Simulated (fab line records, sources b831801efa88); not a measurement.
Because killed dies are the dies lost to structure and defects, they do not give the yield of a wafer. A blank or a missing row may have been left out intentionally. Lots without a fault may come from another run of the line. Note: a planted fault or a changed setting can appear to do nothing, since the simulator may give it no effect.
Chamber matching + flow sky130 + SKY_VIA4_CMP_21 on cmp-01 has 4 sister chambers
The step polishes, stops on SiO2, t overpolish 25 s, target thk 0 nm. 24 wafers are shown with their chamber, then 12 later ones without.

WAFERS WITH THEIR CHAMBER
| wafer  | chamber | motor current A (A) | time to endpoint s (s) | overpolish run s (s) |
|--------|---------|---------------------|------------------------|----------------------|
| L078.2 | 1       | 11.6                | 111                    | 24.983               |
| L078.3 | 3       | 12.1                | 112                    | 25.004               |
| L078.6 | 1       | 11.3                | 110                    | 24.996               |
| L079.1 | 2       | 12.7                | 121                    | 24.995               |
| L079.2 | 1       | 11.6                | 113                    | 24.996               |
| L079.3 | 0       | 9.4                 | 121                    | 25.007               |
| L082.2 | 1       | 11.9                | 107                    | 24.997               |
| L082.4 | 3       | 11.5                | 108                    | 24.995               |
| L082.6 | 3       | 11.4                | 109                    | 24.982               |
| L083.3 | 1       | 12.2                | 111                    | 24.997               |
| L083.4 | 3       | 11.5                | 109                    | 24.990               |
| L083.5 | 0       | 10.0                | 119                    | 25.012               |
| L084.2 | 2       | 12.5                | 119                    | 24.994               |
| L084.3 | 1       | 11.7                | 109                    | 25.000               |
| L084.5 | 1       | 11.8                | 107                    | 25.004               |
| L085.3 | 3       | 11.6                | 115                    | 25.005               |
| L085.5 | 1       | 11.9                | 115                    | 24.999               |
| L085.6 | 2       | 12.4                | 120                    | 25.000               |
| L086.1 | 2       | 11.9                | 126                    | 24.987               |
| L086.2 | 3       | 11.9                | 110                    | 24.998               |
| L086.4 | 0       | 9.5                 | 121                    | 25.015               |
| L087.1 | 2       | 12.3                | 121                    | 25.006               |
| L087.3 | 1       | 12.1                | 111                    | 24.997               |
| L087.4 | 3       | 11.8                | 113                    | 24.990               |

SIGNATURES, as means of the wafers listed above
| reading            | chamber 0 | chamber 1 | chamber 2 | chamber 3 | scatter within a chamber |
|--------------------|-----------|-----------|-----------|-----------|--------------------------|
| motor current A    | 9.633     | 11.789    | 12.360    | 11.686    | 0.279                    |
| time to endpoint s | 120.33    | 110.44    | 121.40    | 110.86    | 2.5                      |
| overpolish run s   | 25.01133  | 24.99656  | 24.99640  | 24.99486  | 0.00671                  |
Rule: a wafer's distance from a chamber is the root of the sum, over the readings, of the square of ((its reading less the chamber's mean) divided by the reading's scatter). The wafer belongs to the nearest chamber; if the next one is less than 2 further off, it can't be placed. The scatter is the square root of a quotient: the sum, over the shown wafers, of each reading's squared deviation from its chamber's mean, divided by wafers minus chambers.

WAFERS WITH NO CHAMBER GIVEN
| wafer  | motor current A (A) | time to endpoint s (s) | overpolish run s (s) |
|--------|---------------------|------------------------|----------------------|
| L088.1 | 12.1                | 126                    | 25.005               |
| L088.3 | 9.8                 | 126                    | 25.009               |
| L088.5 | 11.0                | 115                    | 24.999               |
| L092.1 | 11.4                | 113                    | 24.990               |
| L092.3 | 11.6                | 120                    | 25.007               |
| L092.5 | 11.5                | 119                    | 24.982               |
| L094.1 | 10.0                | 123                    | 25.006               |
| L094.5 | 12.3                | 127                    | 25.002               |
| L094.6 | 11.8                | 124                    | 24.995               |
| L096.3 | 12.3                | 122                    | 25.001               |
| L096.4 | 9.9                 | 118                    | 24.994               |
| L096.6 | 11.5                | 113                    | 24.992               |

WHICH CHAMBER EACH ONE RAN IN
| wafer  | from the rows above          | in truth                   |
|--------|------------------------------|----------------------------|
| L088.1 | 2                            | 2                          |
| L088.3 | 0                            | 0                          |
| L088.5 | can't be placed: 3 or 1      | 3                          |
| L092.1 | can't be placed: 3 or 1      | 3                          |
| L092.3 | can't be placed: 2 or 3 or 1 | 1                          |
| L092.5 | can't be placed: 3 or 2 or 1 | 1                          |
| L094.1 | 0                            | 0                          |
| L094.5 | 2                            | 2                          |
| L094.6 | 2                            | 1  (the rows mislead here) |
| L096.3 | 2                            | 2                          |
| L096.4 | 0                            | 0                          |
| L096.6 | can't be placed: 3 or 1      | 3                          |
Correctly placed: 6 of 12. These rows do not allow placing 5 (true chamber among the candidates in 5). 1 placed wrongly.
